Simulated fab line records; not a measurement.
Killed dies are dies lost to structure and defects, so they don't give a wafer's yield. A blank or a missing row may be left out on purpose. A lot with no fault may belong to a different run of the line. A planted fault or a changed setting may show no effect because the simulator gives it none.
Struck lot and sound lot, side by side | flow gf180mcu | 36 out of 602 route steps
Sound: the wafers L607.1, L607.3, L607.5. Struck: wafer L617.1; the same lot's L617.2 was not struck, so it is left out; see the end for the cause.
Per side, at each step with rows, come the tool, then ch with its chambers, and then its first start. Under that, the readings that differ: sound wafers | struck wafers | difference of the means | sigmas: that difference in standard deviations of wafers without a fault.
alike: a reading whose means differ by less than 2 such deviations, as well as words and numbers matching on both sides. not compared: withheld readings; readings where some wafer has no value; bounds like >300 that might hide an equal value; numbers whose values overlap and for which the record gives no deviation.
Wherever a step has rows on one side only, a row that says differs or no value, or a row with sigmas, the two part there. Non-overlapping numbers with no deviation appear without sigmas and do not part them. A reading missing from all wafers of one side parts the sides only when that side holds two or more wafers.

first, 2 steps without rows for these wafers: GF_M1_PEB_12 (peb time 90 s); GF_M1_DEVELOP_13 (develop time 60 s).
GF_M1_CD_MEAS_14: target cd 230 nm.
  sound on cd-sem-02 at day 17 11:08; struck on cd-sem-01 at day 21 22:32
  reading    | sound             | struck | difference | sigmas
  cd-nm (nm) | 228.0 229.7 229.0 | 231.9  | +3.0       | +2
GF_M1_OVL_MEAS_15:
  sound on overlay-01 at day 17 11:16; struck on overlay-01 at day 21 22:40
  alike: M1_OVL
GF_M1_METAL_ETCH_16: etches the open film in Cl2/BCl3, stops on SiO2, target depth 750.8 nm, time 125.1 s.
  sound on rie-metal-04 ch 0,1, day 17 11:18; struck on rie-metal-04 ch 1, day 21 22:42
  reading                | sound                | struck | difference | sigmas
  mfc-cl2-sccm (sccm)    | 79.71 79.82 79.61    | 80.47  | +0.76      | +3
  throttle-valve-pct (%) | 28.236 28.243 28.219 | 28.211 | -0.022     | -2
  alike: drypump-motor-current-A, oes-product-au
  not compared: rf-hours-counter-h
GF_M1_STRIP_17: strips in O2/N2.
  sound on plasma-asher-03 ch 0,1, day 17 11:26; struck on plasma-asher-03 ch 1, day 21 22:50
  alike: drypump-motor-current-A, heater-power-w, oes-product-au, strip-time-to-endpoint-s
  not compared: rf-hours-counter-h
then, 3 steps without rows for these wafers: GF_M1_STRIP_18 (strips in post etch residue remover, time 1200 s); GF_M1_CLEAN_19 (cleans in DIW); GF_V1_CVD_00 (deposits SiO2, target thk 600 nm, time 100 s).
GF_V1_THK_MEAS_01:
  sound on film-metro-01 at day 17 12:07; struck on film-metro-04 at day 21 23:47
  alike: V1_CVD_00_THK
then, 1 step without rows for these wafers: GF_V1_CVD_02 (deposits SiO2 from TEOS, target thk 850 nm, time 94.851 s).
GF_V1_THK_MEAS_03:
  sound on film-metro-04 at day 17 12:14; struck on film-metro-03 at day 21 23:55
  alike: V1_CVD_02_THK
GF_V1_CMP_04: polishes SiO2.
  sound on cmp-01 ch 0,1,3, day 17 12:18; struck on cmp-01 ch 2, day 21 23:58
  reading                             | sound             | struck | difference | sigmas
  model.SiO2_of_V1_CVD_02.thk-nm (nm) | 632.7 631.9 632.9 | 584.8  | -47.7      |
  alike: motor-current-A, time-to-endpoint-s
GF_V1_BOW_MEAS_05:
  sound on film-metro-01 at day 17 12:36; struck on film-metro-01 at day 22 00:33
  not compared: hold, V1_BOW
then, 7 steps without rows for these wafers: GF_V1_HMDS_07 (prime time 60 s); GF_V1_COAT_08; GF_V1_COAT_09 (resist thk 1000 nm); GF_V1_SOFTBAKE_10 (time 60 s); GF_V1_EXPOSE_11 (exposes mask Via1, target cd 260 nm); GF_V1_PEB_12 (peb time 90 s); GF_V1_DEVELOP_13 (develop time 60 s).
GF_V1_CD_MEAS_14: target cd 260 nm.
  sound on cd-sem-01 at day 18 12:23; struck on cd-sem-01 at day 22 23:38
  alike: cd-nm
GF_V1_OVL_MEAS_15:
  sound on overlay-01 at day 18 12:30; struck on overlay-02 at day 22 23:45
  alike: V1_OVL
GF_V1_ETCH_16: etches BARC in N2/H2.
  sound on rie-diel-04 ch 1,2, day 18 12:32; struck on rie-diel-03 ch 2, day 22 23:47
  alike: drypump-motor-current-A, oes-product-au, throttle-valve-pct
GF_V1_ETCH_17: etches SiO2 in C4F8/O2/Ar, stops on TiN, target depth 630 nm.
  sound on rie-diel-04 ch 1,2; struck on rie-diel-03 ch 2
  reading                        | sound             | struck | difference | sigmas
  oes-product-au (a.u.)          | 0.862 0.853 0.854 | 0.829  | -0.027     | -6
  model.V1.feature-depth-nm (nm) | 632.7 631.9 632.9 | 584.8  | -47.7      |
  model.etch.depth-nm (nm)       | 632.7 631.9 632.9 | 584.8  | -47.7      |
then, 4 steps without rows for these wafers: GF_V1_STRIP_18 (strips in O2/N2); GF_V1_STRIP_19 (strips in post etch residue remover, time 1200 s); GF_V1_CLEAN_20 (cleans in DIW); GF_V1_SPUTTER_21 (material Ti, target thk 15 nm, time 80.02 s).
GF_V1_SPUTTER_22: material TiN, target thk 10 nm, time 40 s.
  sound on pvd-sputter-03 at day 18 13:16; struck on pvd-sputter-01 at day 23 00:31
  alike: cathode-dc-power-W, throttle-valve-pct
then, 1 step without rows for these wafers: GF_V1_CVD_23 (deposits W, target thk 350 nm, time 105.05 s).
GF_V1_RS_MEAS_24: uses a four-point probe to measure.
  sound on film-metro-01 at day 18 13:25; struck on film-metro-01 at day 23 00:40
  alike: V1_W_RS
GF_V1_THK_MEAS_25: measures by xrf.
  sound on film-metro-01 at day 18 13:32; struck on film-metro-01 at day 23 00:47
  alike: V1_W_THK
GF_V1_CMP_26: polishes, stops on SiO2, t overpolish 15 s, target thk 0 nm.
  sound on cmp-01 ch 1,2,3, day 18 13:35; struck on cmp-02 ch 0, day 23 00:51
  reading                             | sound             | struck | difference | sigmas
  model.SiO2_of_V1_CVD_02.thk-nm (nm) | 628.9 628.2 629.1 | 581    | -48        |
  alike: motor-current-A
GF_M2_SPUTTER_00: material Ti, target thk 37.5 nm, time 150 s.
  sound on pvd-sputter-02 at day 18 13:53; struck on pvd-sputter-02 at day 23 01:09
  alike: cathode-dc-power-W, throttle-valve-pct
-- the record jumps here: 10 days lie between the struck wafers' starts before and after (it left off in module M2 and takes up again in module PASSIVATION, whose first step shown is number 602 of the route) --
GF_PASSIVATION_PROBE_99:
  the record has rows for the struck wafers here (prober-01, day 32 17:41) and none for the sound ones

WHERE THEY PART
At GF_M1_CD_MEAS_14 first; at GF_PASSIVATION_PROBE_99 last (within this record only).

WHY: whatever the simulator had introduced
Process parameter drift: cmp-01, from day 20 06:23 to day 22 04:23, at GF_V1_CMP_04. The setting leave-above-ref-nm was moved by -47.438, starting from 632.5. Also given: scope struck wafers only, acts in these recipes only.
